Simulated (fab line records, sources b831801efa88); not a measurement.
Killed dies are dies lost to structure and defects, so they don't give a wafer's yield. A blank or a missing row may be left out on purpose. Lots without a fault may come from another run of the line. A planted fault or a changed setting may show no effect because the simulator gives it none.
Chamber matching | flow sky130 | SKY_VIA2_CMP_02 on cmp-02: 4 sister chambers
The step polishes SiO2. 4 wafers are shown with their chamber, then 7 later ones without.

WAFERS WITH THEIR CHAMBER
wafer  | chamber | motor_current_A (A)
L304.3 | 1       | 11.9
L304.4 | 0       | 12.2
L315.1 | 3       | 11.2
L315.3 | 2       | 12.2

WAFERS WITHOUT THEIR CHAMBER
wafer  | motor_current_A (A)
L315.6 | 11.6
L316.1 | 11.5
L316.3 | 11.2
L316.4 | 11.8
L317.1 | 11.2
L317.3 | 11.6
L317.6 | 11.6

WHICH CHAMBER EACH WENT THROUGH
wafer  | from the rows above               | in truth
L315.6 | can't be placed: 1 or 3 or 0 or 2 | 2
L316.1 | can't be placed: 3 or 1 or 0 or 2 | 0
L316.3 | 3                                 | 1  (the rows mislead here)
L316.4 | can't be placed: 1 or 0 or 2      | 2
L317.1 | 3                                 | 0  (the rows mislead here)
L317.3 | can't be placed: 1 or 3 or 0 or 2 | 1
L317.6 | can't be placed: 1 or 3 or 0 or 2 | 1
Placed correctly: 0 of 7. Can't be placed from these rows: 5 (the true chamber is among the candidates in 5). Placed wrongly: 2.
How it was worked out, from the rows above alone: a wafer's distance from a chamber is the root of the sum, over the readings, of the square of ((its reading less the chamber's mean) divided by the reading's scatter). The wafer belongs to the nearest chamber; if the next one is less than 2 further off, it can't be placed. A chamber's mean is the mean of its shown wafers. The scatter: with one shown wafer a chamber, the root of the mean of the squares of how far each hidden wafer lies from its nearest shown one.
